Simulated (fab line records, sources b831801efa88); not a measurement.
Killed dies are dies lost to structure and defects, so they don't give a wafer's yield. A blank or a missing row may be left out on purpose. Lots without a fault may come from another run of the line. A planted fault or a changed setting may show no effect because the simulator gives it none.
fab line records | flow gf180mcu
record lots=5 wafers=15 last_day=34
route steps=602 shown V5@564 TOP_METAL@567 PASSIVATION@587
lots that met no fault: from a run of the same line without faults
start_h: hours from the record's first day to the start of the lot's first wafer shown | wait_h: hours since the lot's step before | " the same as in the row above | L1.1+2: a row that stands for several wafers | - no value, or no start given | * or withheld: withheld | < > ~ a bound
route shown NAME@n: a module of which the file shows steps, and the number in the route of the first | usual: mean/standard deviation of fault-free wafers | same: alike in all rows | chamber/n: place in a boat | sites: the reading at each site | _std_site: their standard deviation | _edge_site: outer sites' mean less inner sites' | radius_mm: how far each site lies from the wafer's centre | mask NAME#n: copy n | behind: the tool/chamber that last shaped the wafer | hold: why the lot was held/for how many hours/how that ended | device: the transistor (n, p or np) that didn't switch | end of line: the same wafers' tests at the end of the route | a step without rows: its recipe alone | killed: dies lost to structure and defects at the first sort, not the wafer's yield | map: a wafer's dies, x killed, . not, _ none there
set.NAME: the setting as run; set.NAME@STEP: as run at that earlier step | model.NAME: the simulator's own value behind a step, which no gauge read
lots at some steps of the route; a table a step, a row a wafer
services: from which hour (start_h, from the record's first day; less than 0 if before it) a tool's chamber was out of use, for how many hours, and why
## steps
# step GF_V5_RS_MEAS_24
# recipe thk_meas_gauge=four-point-probe reads=W_of_V5_CVD_23+TiN_of_V5_SPUTTER_22+Ti_of_V5_SPUTTER_21
# usual V5_W_RS=0.327/0.0055
# columns lot.wafer tool chamber start_h wait_h V5_W_RS[ohm/sq]
L076.1 film_metro-03 - 652.24 0.1 0.333
L076.2 " - " " 0.323
L076.6 " - " " 0.335
L077.3 film_metro-03 - 656.08 0.1 0.326
L077.4 " - " " 0.326
L077.5 " - " " 0.324
L080.1 film_metro-03 - 675.89 0.1 0.325
L080.3 " - " " 0.322
L080.6 " - " " 0.325
L094.4 film_metro-01 - 774.24 0.1 0.327
L094.5 " - " " 0.327
L094.6 " - " " 0.324
L096.1 film_metro-04 - 781.43 0.2 0.327
L096.3 " - " " 0.324
L096.5 " - " " 0.325
# step GF_V5_THK_MEAS_25
# recipe thk_meas_gauge=xrf reads=W_of_V5_CVD_23
# usual V5_W_THK=358/6.9
# columns lot.wafer tool chamber start_h wait_h V5_W_THK[nm]
L076.1 film_metro-03 - 652.36 0.1 352
L076.2 " - " " 361
L076.6 " - " " 351
L077.3 film_metro-03 - 656.18 0.1 359
L077.4 " - " " 362
L077.5 " - " " 362
L080.1 film_metro-03 - 676.01 0.1 360
L080.3 " - " " 362
L080.6 " - " " 360
L094.4 film_metro-01 - 774.33 0.1 347
L094.5 " - " " 350
L094.6 " - " " 354
L096.1 film_metro-04 - 781.55 0.1 361
L096.3 " - " " 366
L096.5 " - " " 366
# step GF_V5_CMP_26
# recipe stop_on=SiO2 down_force_psi=3.5 platen_rpm=60 t_overpolish_s=15 target_thk_nm=0 pad_velocity_m_s=0.94248
# usual edge_zone_pressure_frac=1.000/0.0055 motor_current_A=11.4/0.87 overpolish_run_s=15.000/0.0085 platen_rpm=60.00/0.039 time_to_endpoint_s=86/5
# columns lot.wafer tool chamber start_h wait_h edge_zone_pressure_frac motor_current_A overpolish_run_s platen_rpm time_to_endpoint_s
L076.1 cmp-02 2 652.42 0.1 1.007 11.1 15.003 60.03 82
L076.2 " 0 " " 1.003 10.9 14.998 59.99 80
L076.6 " 2 " " 1.009 11.0 14.996 60.11 87
L077.4 cmp-02 0 656.27 0.1 1.000 9.7 14.999 60.01 77
L077.3 " 1 " " 0.990 12.2 15.002 60.00 84
L077.5 " 3 " " 1.008 11.7 15.002 60.03 77
L080.1 cmp-02 1 676.16 0.1 1.007 12.6 15.005 60.03 86
L080.3 " 3 " " 1.002 11.0 15.001 59.95 81
L080.6 " 2 " " 1.003 11.2 14.987 60.00 88
L094.4 cmp-02 0 774.46 0.1 1.001 10.3 14.998 60.01 79
L094.6 " 2 " " 1.000 11.2 14.980 59.94 90
L094.5 " 3 " " 0.996 11.4 15.013 59.96 82
L096.3 cmp-02 2 781.61 0.0 1.000 11.1 14.993 60.01 90
L096.1 " 3 " " 0.997 11.8 15.007 59.99 85
L096.5 " 2 " " 0.989 11.5 15.008 59.99 89
# step GF_TOP_METAL_SPUTTER_00
# recipe material=Ti target_thk_nm=37.5 arriving_ion_energy_ev=80 substrate_temp_c=200 chamber_pressure_pa=2 power_w=4000 time_s=150
# usual throttle_valve_pct=29.5/0.9
# columns lot.wafer tool chamber start_h wait_h throttle_valve_pct
L076.1 pvd_sputter-02 - 652.72 0.2 30.9
L076.2 " - " " 29.3
L076.6 " - " " 29.1
L077.3 pvd_sputter-04 - 656.52 0.1 28.2
L077.4 " - " " 28.9
L077.5 " - " " 28.8
L080.1 pvd_sputter-02 - 676.46 0.2 30.5
L080.3 " - " " 29.5
L080.6 " - " " 29.1
L094.4 pvd_sputter-03 - 774.66 0.1 31.0
L094.5 " - " " 28.7
L094.6 " - " " 30.5
L096.1 pvd_sputter-03 - 781.91 0.2 29.5
L096.3 " - " " 29.0
L096.5 " - " " 31.2
# step GF_TOP_METAL_SPUTTER_01
# recipe material=TiN target_thk_nm=30 power_w=6500 time_s=25 chamber_pressure_pa=0.4
# usual throttle_valve_pct=29.5/0.9
# columns lot.wafer tool chamber start_h wait_h throttle_valve_pct
L076.1 pvd_sputter-02 - 652.82 0.1 30.4
L076.2 " - " " 29.3
L076.6 " - " " 28.9
L077.3 pvd_sputter-04 - 656.62 0.1 28.4
L077.4 " - " " 28.8
L077.5 " - " " 29.2
L080.1 pvd_sputter-02 - 676.56 0.1 30.6
L080.3 " - " " 29.3
L080.6 " - " " 28.7
L094.4 pvd_sputter-03 - 774.76 0.1 30.9
L094.5 " - " " 29.0
L094.6 " - " " 30.7
L096.1 pvd_sputter-03 - 782.01 0.1 29.6
L096.3 " - " " 28.9
L096.5 " - " " 31.4
# step GF_TOP_METAL_SPUTTER_02
# recipe material=AlCu target_thk_nm=900 power_w=10600 chamber_pressure_pa=0.3 substrate_temp_c=250 gas=Ar time_s=47.82
# usual throttle_valve_pct=29.5/0.9
# columns lot.wafer tool chamber start_h wait_h throttle_valve_pct
L076.1 pvd_sputter-02 - 652.85 0.0 30.7
L076.2 " - " " 29.5
L076.6 " - " " 29.3
L077.3 pvd_sputter-04 - 656.65 0.0 28.3
L077.4 " - " " 28.7
L077.5 " - " " 29.1
L080.1 pvd_sputter-02 - 676.59 0.0 30.3
L080.3 " - " " 29.5
L080.6 " - " " 29.2
L094.4 pvd_sputter-03 - 774.80 0.0 31.1
L094.5 " - " " 28.9
L094.6 " - " " 31.0
L096.1 pvd_sputter-03 - 782.04 0.0 29.7
L096.3 " - " " 29.1
L096.5 " - " " 31.3
# step GF_TOP_METAL_SPUTTER_03
# recipe material=Ti target_thk_nm=5 substrate_temp_c=300 chamber_pressure_pa=0.3 power_w=3000 time_s=3.3
# usual throttle_valve_pct=29.5/0.93
# columns lot.wafer tool chamber start_h wait_h throttle_valve_pct
L076.1 pvd_sputter-02 - 652.90 0.0 30.5
L076.2 " - " " 29.3
L076.6 " - " " 28.7
L077.3 pvd_sputter-04 - 656.69 0.0 28.2
L077.4 " - " " 29.0
L077.5 " - " " 28.9
L080.1 pvd_sputter-02 - 676.64 0.0 30.6
L080.3 " - " " 29.4
L080.6 " - " " 29.1
L094.4 pvd_sputter-03 - 774.84 0.0 31.5
L094.5 " - " " 29.0
L094.6 " - " " 30.7
L096.1 pvd_sputter-03 - 782.08 0.0 29.5
L096.3 " - " " 29.1
L096.5 " - " " 31.2
# step GF_TOP_METAL_SPUTTER_04
# recipe material=TiN target_thk_nm=25 power_w=6500 time_s=20.8 chamber_pressure_pa=0.4
# usual throttle_valve_pct=29.5/0.93
# columns lot.wafer tool chamber start_h wait_h throttle_valve_pct
L076.1 pvd_sputter-02 - 652.92 0.0 30.4
L076.2 " - " " 29.5
L076.6 " - " " 29.3
L077.3 pvd_sputter-04 - 656.71 0.0 28.3
L077.4 " - " " 28.7
L077.5 " - " " 28.9
L080.1 pvd_sputter-02 - 676.65 0.0 30.7
L080.3 " - " " 29.3
L080.6 " - " " 29.0
L094.4 pvd_sputter-03 - 774.86 0.0 31.0
L094.5 " - " " 29.1
L094.6 " - " " 30.7
L096.1 pvd_sputter-03 - 782.10 0.0 29.7
L096.3 " - " " 28.9
L096.5 " - " " 31.4
# step GF_TOP_METAL_RS_MEAS_05
# recipe thk_meas_gauge=four-point-probe reads=TiN_of_TOP_METAL_SPUTTER_04+Ti_of_TOP_METAL_SPUTTER_03+AlCu_of_TOP_METAL_SPUTTER_02+TiN_of_TOP_METAL_SPUTTER_01+Ti_of_TOP_METAL_SPUTTER_00
# usual TOP_METAL_ALCU_RS=0.0327/0.00041
# columns lot.wafer tool chamber start_h wait_h TOP_METAL_ALCU_RS[ohm/sq]
L076.1 film_metro-01 - 652.94 0.0 0.0327
L076.2 " - " " 0.0326
L076.6 " - " " 0.0332
L077.3 film_metro-01 - 656.78 0.1 0.0316
L077.4 " - " " 0.0322
L077.5 " - " " 0.0322
L080.1 film_metro-01 - 676.68 0.0 0.0329
L080.3 " - " " 0.0325
L080.6 " - " " 0.0328
L094.4 film_metro-02 - 774.95 0.1 0.0334
L094.5 " - " " 0.0331
L094.6 " - " " 0.0328
L096.1 film_metro-01 - 782.13 0.0 0.0329
L096.3 " - " " 0.0329
L096.5 " - " " 0.0330
# step GF_TOP_METAL_THK_MEAS_06
# recipe thk_meas_gauge=xrf reads=AlCu_of_TOP_METAL_SPUTTER_02
# usual TOP_METAL_ALCU_THK=905/12
# columns lot.wafer tool chamber start_h wait_h TOP_METAL_ALCU_THK[nm]
L076.1 film_metro-01 - 653.06 0.1 903
L076.2 " - " " 909
L076.6 " - " " 894
L077.3 film_metro-01 - 656.88 0.1 940
L077.4 " - " " 919
L077.5 " - " " 921
L080.1 film_metro-01 - 676.80 0.1 906
L080.3 " - " " 911
L080.6 " - " " 901
L094.4 film_metro-02 - 775.04 0.1 884
L094.5 " - " " 903
L094.6 " - " " 906
L096.1 film_metro-01 - 782.25 0.1 895
L096.3 " - " " 892
L096.5 " - " " 891
# step GF_TOP_METAL_DEHYDRATE_07
# recipe temp_c=200 time_s=60
# columns lot.wafer tool chamber start_h wait_h
L076.1+2+6 litho_track-03 0 662.20 9.1
L077.3+4+5 litho_track-04 0 666.16 9.3
L080.1+3+6 litho_track-03 0 685.40 8.6
L094.4+5+6 litho_track-04 0 782.18 7.1
L096.1+3+5 litho_track-03 0 789.45 7.2
# step GF_TOP_METAL_HMDS_08
# recipe prime_time_s=60 prime_temp_c=120
# columns lot.wafer tool chamber start_h wait_h
L076.1+2+6 litho_track-03 0 662.35 0.1
L077.3+4+5 litho_track-04 0 666.31 0.1
L080.1+3+6 litho_track-03 0 685.55 0.1
L094.4+5+6 litho_track-04 0 782.33 0.1
L096.1+3+5 litho_track-03 0 789.60 0.1
# step GF_TOP_METAL_COAT_09
# recipe resist=NOVOLAK spin_rpm=3000 resist_thk_nm=1500
# usual dispense_pressure_kPa=51/3
# columns lot.wafer tool chamber start_h wait_h dispense_pressure_kPa
L076.1 litho_track-03 0 662.50 0.1 55
L076.2 " 0 " " 55
L076.6 " 0 " " 55
L077.3 litho_track-04 0 666.46 0.1 48
L077.4 " 0 " " 48
L077.5 " 0 " " 48
L080.1 litho_track-03 0 685.70 0.1 55
L080.3 " 0 " " 55
L080.6 " 0 " " 55
L094.4 litho_track-04 0 782.48 0.1 48
L094.5 " 0 " " 48
L094.6 " 0 " " 48
L096.1 litho_track-03 0 789.75 0.1 55
L096.3 " 0 " " 55
L096.5 " 0 " " 55
# step GF_TOP_METAL_SOFTBAKE_10
# recipe temp_c=90 time_s=60 resist=NOVOLAK
# columns lot.wafer tool chamber start_h wait_h
L076.1+2+6 litho_track-03 0 662.65 0.1
L077.3+4+5 litho_track-04 0 666.61 0.1
L080.1+3+6 litho_track-03 0 685.85 0.1
L094.4+5+6 litho_track-04 0 782.63 0.1
L096.1+3+5 litho_track-03 0 789.90 0.1
# step GF_TOP_METAL_EXPOSE_11
# recipe mask_id=MetalTop target_cd_nm=440 na=0.6 source_shape=conventional sigma_outer=0.6 dose_mj=170
# columns lot.wafer tool chamber start_h wait_h mask
L076.1+2+6 iline_stepper-01 0 - - MetalTop#0
L077.3+4+5 iline_stepper-01 0 - - MetalTop#0
L080.1+3+6 iline_stepper-02 0 - - MetalTop#0
L094.4+5+6 iline_stepper-02 0 - - MetalTop#0
L096.1+3+5 iline_stepper-01 0 - - MetalTop#0
# step GF_TOP_METAL_PEB_12
# recipe temp_c=withheld time_s=* resist=NOVOLAK
# columns lot.wafer tool chamber start_h wait_h
L076.1+2+6 litho_track-01 0 - -
L077.3+4+5 litho_track-03 0 - -
L080.1+3+6 litho_track-03 0 - -
L094.4+5+6 litho_track-01 0 - -
L096.1+3+5 litho_track-04 0 - -
# step GF_TOP_METAL_DEVELOP_13
# recipe develop_time_s=60 dev_temp_c=23
# columns lot.wafer tool chamber start_h wait_h
L076.1+2+6 litho_track-01 0 671.98 0.1
L077.3+4+5 litho_track-03 0 676.40 0.1
L080.1+3+6 litho_track-03 0 694.90 0.1
L094.4+5+6 litho_track-01 0 790.20 0.1
L096.1+3+5 litho_track-04 0 797.71 0.1
# step GF_TOP_METAL_CD_MEAS_14
# recipe target_cd_nm=440
# usual cd_nm=440.5/2.5
# columns lot.wafer tool chamber start_h wait_h cd_nm
L076.1 cd_sem-02 - 672.22 0.2 437.8
L076.2 " - " " 439.4
L076.6 " - " " 435.7
L077.3 cd_sem-01 - 676.54 0.1 435.4
L077.4 " - " " 437.8
L077.5 " - " " 436.2
L080.1 cd_sem-01 - 695.05 0.1 440.6
L080.3 " - " " 440.0
L080.6 " - " " 440.3
L094.4 cd_sem-01 - 790.34 0.1 438.3
L094.5 " - " " 436.4
L094.6 " - " " 440.1
L096.1 cd_sem-01 - 797.86 0.1 439.0
L096.3 " - " " 439.2
L096.5 " - " " 439.2
# step GF_TOP_METAL_OVL_MEAS_15
# usual TOP_METAL_OVL=0.6/1.4
# columns lot.wafer tool chamber start_h wait_h TOP_METAL_OVL[nm]
L076.1 overlay-02 - 672.34 0.1 0.8
L076.2 " - " " 1.4
L076.6 " - " " 0.2
L077.3 overlay-01 - 676.63 0.1 0.3
L077.4 " - " " 0.6
L077.5 " - " " 0.7
L080.1 overlay-01 - 695.17 0.1 -1.8
L080.3 " - " " -1.4
L080.6 " - " " -1.3
L094.4 overlay-01 - 790.42 0.1 1.4
L094.5 " - " " -1.0
L094.6 " - " " 1.5
L096.1 overlay-01 - 797.98 0.1 2.0
L096.3 " - " " 0.6
L096.5 " - " " 1.9
# step GF_TOP_METAL_METAL_ETCH_16
# recipe chemistry=Cl2/BCl3 mask_material=NOVOLAK target_depth_nm=1077.5 stop_on=SiO2 pressure_mtorr=8 icp_w=800 bias_w=140 Cl2_flow_sccm=80 bcl3_flow_sccm=40 time_s=179.6
# usual drypump_motor_current_A=5.58/0.22 oes_product_au=0.965/0.0068 throttle_valve_pct=28.257/0.011
# columns lot.wafer tool chamber start_h wait_h drypump_motor_current_A oes_product_au rf_hours_counter_h throttle_valve_pct
L076.1 rie_metal-01 1 672.38 0.0 5.77 0.972 1 28.245
L076.2 " 0 " " 5.73 0.968 12 28.273
L076.6 " 1 " " 5.77 0.960 - 28.263
L077.3 rie_metal-04 1 676.72 0.1 5.80 0.982 - 28.246
L077.4 " 0 " " 5.22 0.966 - 28.260
L077.5 " 0 " " 5.20 0.973 - 28.244
L080.1 rie_metal-04 1 695.21 0.0 5.77 0.965 2 28.261
L080.3 " 1 " " 5.80 0.977 - 28.266
L080.6 " 1 " " 5.80 0.962 - 28.248
L094.4 rie_metal-01 1 790.49 0.1 5.77 0.958 - 28.263
L094.5 " 0 " " 5.74 0.967 - 28.261
L094.6 " 1 " " 5.79 0.961 - 28.254
L096.1 rie_metal-04 0 798.01 0.0 5.24 0.969 12 28.262
L096.3 " 0 " " 5.23 0.957 - 28.276
L096.5 " 1 " " 5.78 0.960 - 28.249
# step GF_TOP_METAL_STRIP_17
# recipe chemistry=O2/N2 power_w=1400 pressure_mtorr=1500 platen_temp_c=250 o2_flow_sccm=3000 n2_flow_sccm=300 overash_fraction=0.5
# usual drypump_motor_current_A=5.5/0.32 heater_power_w=343/16 oes_product_au=0.710/0.0046 strip_time_to_endpoint_s=13.48/0.098
# columns lot.wafer tool chamber start_h wait_h drypump_motor_current_A heater_power_w oes_product_au rf_hours_counter_h strip_time_to_endpoint_s
L076.1 plasma_asher-04 0 672.55 0.1 5.2 330 0.708 106 13.59
L076.2 " 1 " " 5.8 353 0.702 106 13.40
L076.6 " 0 " " 5.2 335 0.713 - 13.55
L077.3 plasma_asher-03 0 676.86 0.1 5.9 336 0.708 - 13.40
L077.4 " 1 " " 5.6 349 0.707 - 13.65
L077.5 " 0 " " 5.9 325 0.714 - 13.49
L080.1 plasma_asher-03 1 695.38 0.1 5.6 346 0.707 59 13.35
L080.3 " 0 " " 5.9 326 0.718 - 13.40
L080.6 " 0 " " 5.8 331 0.710 - 13.36
L094.4 plasma_asher-01 0 790.64 0.1 5.0 312 0.713 - 13.51
L094.5 " 0 " " 5.0 329 0.705 - 13.32
L094.6 " 1 " " 5.7 349 0.714 - 13.55
L096.1 plasma_asher-04 0 798.19 0.1 5.2 335 0.716 6 13.64
L096.3 " 0 " " 5.2 330 0.713 - 13.68
L096.5 " 0 " " 5.2 336 0.722 - 13.50
# step GF_TOP_METAL_STRIP_18
# recipe chemistry=post_etch_residue_remover time_s=1200 temp_c=72.5
# columns lot.wafer tool chamber start_h wait_h
L076.1+2+6 wet_bench-04 0 672.65 0.1
L077.3+4+5 wet_bench-02 1 676.93 0.0
L080.1+3+6 wet_bench-02 1 695.48 0.1
L094.4+5+6 wet_bench-04 0 790.71 0.0
L096.1+3+5 wet_bench-01 2 798.29 0.1
# step GF_TOP_METAL_CLEAN_19
# recipe chemistry=DIW dry=n2_spin
# columns lot.wafer tool chamber start_h wait_h
L076.1+2+6 wet_bench-01 3 672.99 0.0
L077.3+4+5 wet_bench-04 3 677.27 0.0
L080.1+3+6 wet_bench-01 2 695.82 0.0
L094.4+5+6 wet_bench-01 3 791.08 0.0
L096.1+3+5 wet_bench-02 2 798.63 0.0
# step GF_PASSIVATION_CVD_00
# recipe material=SiO2 target_thk_nm=1000 precursor=TEOS temp_c=400 time_s=111.95 rf_w=600
# usual heater_power_w=674/110
# columns lot.wafer tool chamber start_h wait_h heater_power_w
L076.1 pecvd-03 0 673.08 0.0 749
L076.2 " 2 " " 582
L076.6 " 1 " " 887
L077.3 pecvd-02 1 677.36 0.0 661
L077.4 " 2 " " 783
L077.5 " 0 " " 596
L080.1 pecvd-02 1 695.91 0.0 692
L080.3 " 0 " " 601
L080.6 " 2 " " 774
L094.4 pecvd-03 1 791.21 0.0 733
L094.5 " 0 " " 763
L094.6 " 2 " " 652
L096.1 pecvd-02 1 798.72 0.0 602
L096.3 " 2 " " 687
L096.5 " 2 " " 753
# step GF_PASSIVATION_THK_MEAS_01
# recipe reads=SiO2_of_PASSIVATION_CVD_00
# usual PASSIVATION_CVD_00_THK=995/14
# columns lot.wafer tool chamber start_h wait_h PASSIVATION_CVD_00_THK[nm]
L076.1 film_metro-03 - 673.19 0.1 988
L076.2 " - " " 990
L076.6 " - " " 1002
L077.3 film_metro-02 - 677.46 0.1 977
L077.4 " - " " 995
L077.5 " - " " 1012
L080.1 film_metro-02 - 695.99 0.0 989
L080.3 " - " " 1006
L080.6 " - " " 1007
L094.4 film_metro-04 - 791.28 0.0 995
L094.5 " - " " 1009
L094.6 " - " " 1014
L096.1 film_metro-02 - 798.80 0.0 980
L096.3 " - " " 993
L096.5 " - " " 1003
# step GF_PASSIVATION_CVD_02
# recipe material=Si3N4 target_thk_nm=700 time_s=486.18 temp_c=400 rf_w=450
# usual heater_power_w=754/110
# columns lot.wafer tool chamber start_h wait_h heater_power_w
L076.1 pecvd-04 0 673.25 0.1 862
L076.2 " 1 " " 639
L076.6 " 1 " " 530
L077.3 pecvd-03 2 677.50 0.0 609
L077.4 " 1 " " 851
L077.5 " 2 " " 652
L080.1 pecvd-03 1 696.05 0.1 893
L080.3 " 2 " " 703
L080.6 " 2 " " 724
L094.4 pecvd-04 0 791.46 0.2 788
L094.5 " 1 " " 622
L094.6 " 2 " " 938
L096.1 pecvd-03 2 798.86 0.1 678
L096.3 " 0 " " 836
L096.5 " 1 " " 781
# step GF_PASSIVATION_THK_MEAS_03
# recipe reads=Si3N4_of_PASSIVATION_CVD_02
# usual PASSIVATION_CVD_02_THK=702/9.6
# columns lot.wafer tool chamber start_h wait_h PASSIVATION_CVD_02_THK[nm]
L076.1 film_metro-02 - 673.68 0.3 696
L076.2 " - " " 691
L076.6 " - " " 703
L077.3 film_metro-04 - 677.81 0.2 694
L077.4 " - " " 709
L077.5 " - " " 697
L080.1 film_metro-04 - 696.34 0.1 698
L080.3 " - " " 702
L080.6 " - " " 710
L094.4 film_metro-03 - 791.63 0.0 709
L094.5 " - " " 707
L094.6 " - " " 706
L096.1 film_metro-04 - 799.15 0.1 708
L096.3 " - " " 699
L096.5 " - " " 703
# step GF_PASSIVATION_DEHYDRATE_04
# recipe temp_c=200 time_s=60
# columns lot.wafer tool chamber start_h wait_h
L076.1+2+6 litho_track-03 0 682.45 8.8
L077.3+4+5 litho_track-03 0 687.10 9.3
L080.1+3+6 litho_track-02 0 704.81 8.5
L094.4+5+6 litho_track-02 0 798.48 6.8
L096.1+3+5 litho_track-04 0 805.91 6.8
# step GF_PASSIVATION_HMDS_05
# recipe prime_time_s=60 prime_temp_c=120
# columns lot.wafer tool chamber start_h wait_h
L076.1+2+6 litho_track-03 0 682.60 0.1
L077.3+4+5 litho_track-03 0 687.25 0.1
L080.1+3+6 litho_track-02 0 704.96 0.1
L094.4+5+6 litho_track-02 0 798.63 0.1
L096.1+3+5 litho_track-04 0 806.06 0.1
# step GF_PASSIVATION_COAT_06
# recipe spin_rpm=2000 resist_thk_nm=4000
# usual dispense_pressure_kPa=48/4.6
# columns lot.wafer tool chamber start_h wait_h dispense_pressure_kPa
L076.1 litho_track-03 0 682.75 0.1 55
L076.2 " 0 " " 55
L076.6 " 0 " " 55
L077.3 litho_track-03 0 687.40 0.1 55
L077.4 " 0 " " 55
L077.5 " 0 " " 55
L080.1 litho_track-02 0 705.11 0.1 43
L080.3 " 0 " " 43
L080.6 " 0 " " 43
L094.4 litho_track-02 0 798.78 0.1 43
L094.5 " 0 " " 43
L094.6 " 0 " " 43
L096.1 litho_track-04 0 806.21 0.1 48
L096.3 " 0 " " 48
L096.5 " 0 " " 48
# step GF_PASSIVATION_SOFTBAKE_07
# recipe temp_c=110 time_s=withheld
# columns lot.wafer tool chamber start_h wait_h
L076.1+2+6 litho_track-03 0 682.90 0.1
L077.3+4+5 litho_track-03 0 687.57 0.1
L080.1+3+6 litho_track-02 0 705.26 0.1
L094.4+5+6 litho_track-02 0 798.96 0.1
L096.1+3+5 litho_track-04 0 806.36 0.1
# step GF_PASSIVATION_EXPOSE_08
# recipe mask_id=Pad target_cd_nm=40000 na=0.57 dose_mj=310
# columns lot.wafer tool chamber start_h wait_h mask
L076.1+2+6 iline_stepper-02 0 - - Pad#0
L077.3+4+5 iline_stepper-02 0 - - Pad#0
L080.1+3+6 iline_stepper-02 0 - - Pad#0
L094.4+5+6 iline_stepper-02 0 - - Pad#0
L096.1+3+5 iline_stepper-02 0 - - Pad#0
# step GF_PASSIVATION_PEB_09
# recipe temp_c=115 time_s=withheld
# columns lot.wafer tool chamber start_h wait_h
L076.1+2+6 litho_track-02 0 - -
L077.3+4+5 litho_track-02 0 - -
L080.1+3+6 litho_track-02 0 - -
L094.4+5+6 litho_track-03 0 - -
L096.1+3+5 litho_track-02 0 - -
# step GF_PASSIVATION_DEVELOP_10
# recipe develop_time_s=60 dev_temp_c=23
# columns lot.wafer tool chamber start_h wait_h
L076.1+2+6 litho_track-02 0 - -
L077.3+4+5 litho_track-02 0 - -
L080.1+3+6 litho_track-02 0 - -
L094.4+5+6 litho_track-03 0 - -
L096.1+3+5 litho_track-02 0 - -
# step GF_PASSIVATION_ETCH_11
# recipe chemistry=CF4/O2 target_depth_nm=1800 stop_on=TiN source_w=800 bias_w=150 pressure_mtorr=150 cf4_flow_sccm=80 O2_flow_sccm=10 time_s=400
# usual drypump_motor_current_A=5.79/0.27 oes_product_au=0.962/0.0072 throttle_valve_pct=5.960/0.0086
# columns lot.wafer tool chamber start_h wait_h drypump_motor_current_A oes_product_au rf_hours_counter_h throttle_valve_pct
L076.1 rie_diel-04 2 691.96 - 5.47 0.969 38 5.965
L076.2 " 1 " " 5.67 0.949 7 5.961
L076.6 " 2 " " 5.47 0.970 - 5.950
L077.3 rie_diel-04 1 697.21 - 5.73 0.956 8 5.941
L077.4 " 0 " " 6.26 0.973 5 5.953
L077.5 " 1 " " 5.74 0.968 - 5.961
L080.1 rie_diel-01 0 714.46 - 6.48 0.964 8 5.967
L080.3 " 1 " " 5.95 0.966 22 5.957
L080.6 " 2 " " 5.65 0.966 - 5.973
L094.4 rie_diel-01 1 806.47 - 5.92 0.963 - 5.967
L094.5 " 3 " " 5.49 0.967 - 5.957
L094.6 " 0 " " 6.47 0.967 - 5.958
L096.1 rie_diel-03 2 814.06 - 5.49 0.963 16 5.955
L096.3 " 0 " " 5.98 0.961 17 5.956
L096.5 " 3 " " 6.04 0.970 - 5.972
# step GF_PASSIVATION_STRIP_12
# recipe chemistry=O2/N2 power_w=1400 pressure_mtorr=1500 platen_temp_c=250 o2_flow_sccm=3000 n2_flow_sccm=300 overash_fraction=0.5
# usual drypump_motor_current_A=5.8/0.35 heater_power_w=335/25 oes_product_au=0.719/0.0047 strip_time_to_endpoint_s=34.84/0.27
# columns lot.wafer tool chamber start_h wait_h drypump_motor_current_A heater_power_w oes_product_au rf_hours_counter_h strip_time_to_endpoint_s
L076.1 plasma_asher-02 0 692.20 0.1 6.2 313 0.717 25 35.14
L076.2 " 1 " " 6.2 285 0.711 25 35.07
L076.6 " 1 " " 6.2 298 0.719 - 34.87
L077.3 plasma_asher-02 0 697.48 0.2 6.3 318 0.725 - 35.21
L077.4 " 1 " " 6.2 288 0.720 - 35.10
L077.5 " 1 " " 6.2 290 0.719 - 35.21
L080.1 plasma_asher-04 1 714.70 0.1 5.7 365 0.713 111 34.71
L080.3 " 0 " " 5.2 330 0.720 - 34.88
L080.6 " 0 " " 5.2 330 0.710 - 34.58
L094.4 plasma_asher-02 1 806.62 0.0 6.2 294 0.719 - 34.99
L094.5 " 0 " " 6.3 304 0.718 - 34.64
L094.6 " 1 " " 6.2 288 0.722 - 34.59
L096.1 plasma_asher-03 0 814.29 0.1 5.9 329 0.715 72 34.75
L096.3 " 0 " " 5.9 332 0.722 - 34.86
L096.5 " 0 " " 5.9 334 0.715 - 34.92
# step GF_PASSIVATION_ANNEAL_13
# recipe temp_c=400 time_s=1800 ambient=N2/H2 idle_temp_c=300 ramp_up_c_per_min=10 ramp_down_c_per_min=3
# usual ramp_up_c_per_min=10.0000/0.0019 spike_tc_bottom_C=421.7/1.1 spike_tc_top_C=430.8/2.4 spike_tc_upper_C=398.8/1.1
# columns lot.wafer tool chamber start_h wait_h ramp_up_c_per_min spike_tc_bottom_C spike_tc_top_C spike_tc_upper_C
L076.1 furnace-02 0 692.30 0.1 10.003 421.0 427.9 398.6
L076.2 " 0 " " 10.002 420.0 430.0 400.2
L076.6 " 0 " " 10.002 420.6 428.1 398.6
L077.3 furnace-02 0 697.55 0.0 10.002 421.0 428.0 399.3
L077.4 " 0 " " 10.000 422.0 427.6 398.7
L077.5 " 0 " " 9.9998 421.5 428.6 400.2
L080.1 furnace-01 0 714.80 0.1 9.9996 425.0 435.1 397.9
L080.3 " 0 " " 10.002 423.8 432.5 396.8
L080.6 " 0 " " 9.9985 422.8 432.9 397.5
L094.4 furnace-02 0 806.69 0.0 9.9961 419.8 426.9 401.0
L094.5 " 0 " " 10.000 419.7 428.7 400.2
L094.6 " 0 " " 9.9991 420.8 428.7 399.5
L096.1 furnace-02 0 814.39 0.1 10.001 420.9 427.5 398.8
L096.3 " 0 " " 10.003 420.2 428.8 400.3
L096.5 " 0 " " 10.001 420.1 430.5 399.4
# step GF_PASSIVATION_BOW_MEAS_14
# recipe mode=bow
# usual PASSIVATION_BOW=133/9.7
# columns lot.wafer tool chamber start_h wait_h PASSIVATION_BOW[um]
L076.1 film_metro-04 - 693.80 0.0 125
L076.2 " - " " 136
L076.6 " - " " 135
L077.3 film_metro-04 - 699.11 0.1 113
L077.4 " - " " 120
L077.5 " - " " 140
L080.1 film_metro-02 - 716.30 0.0 133
L080.3 " - " " 126
L080.6 " - " " 131
L094.4 film_metro-04 - 808.25 0.1 131
L094.5 " - " " 132
L094.6 " - " " 143
L096.1 film_metro-04 - 815.94 0.0 141
L096.3 " - " " 137
L096.5 " - " " 138
## services
# columns tool chamber start_h hours kind
cmp-02 - 630.34 0.5 repair
plasma_asher-02 - 653.73 8.2 repair
pecvd-02 2 662.33 5.2 repair
plasma_asher-03 - 666.39 1.4 repair
furnace-02 - 669.59 3.2 pm
plasma_asher-04 - 696.87 6.8 repair
furnace-02 - 700.11 3.8 pm
rie_metal-04 0 710.28 61.1 repair
pecvd-03 2 715.28 4.8 repair
iline_stepper-02 - 733.17 1.7 pm
plasma_asher-04 - 733.75 9.0 pm
pvd_sputter-02 - 738.22 2.4 repair
pecvd-03 - 738.73 2.8 pm
rie_metal-04 - 743.11 0.3 repair
cmp-02 - 744.33 4.0 pm
plasma_asher-04 - 744.69 1.2 repair
cmp-02 - 748.37 5.5 pm
plasma_asher-03 - 756.89 2.2 repair
furnace-02 - 778.88 15.7 pm
pecvd-03 1 781.51 4.1 repair
cmp-02 - 792.64 0.4 repair
furnace-02 - 794.59 4.7 pm
pvd_sputter-04 - 800.35 2.9 repair
cmp-02 - 803.94 5.0 pm
## key
fault none
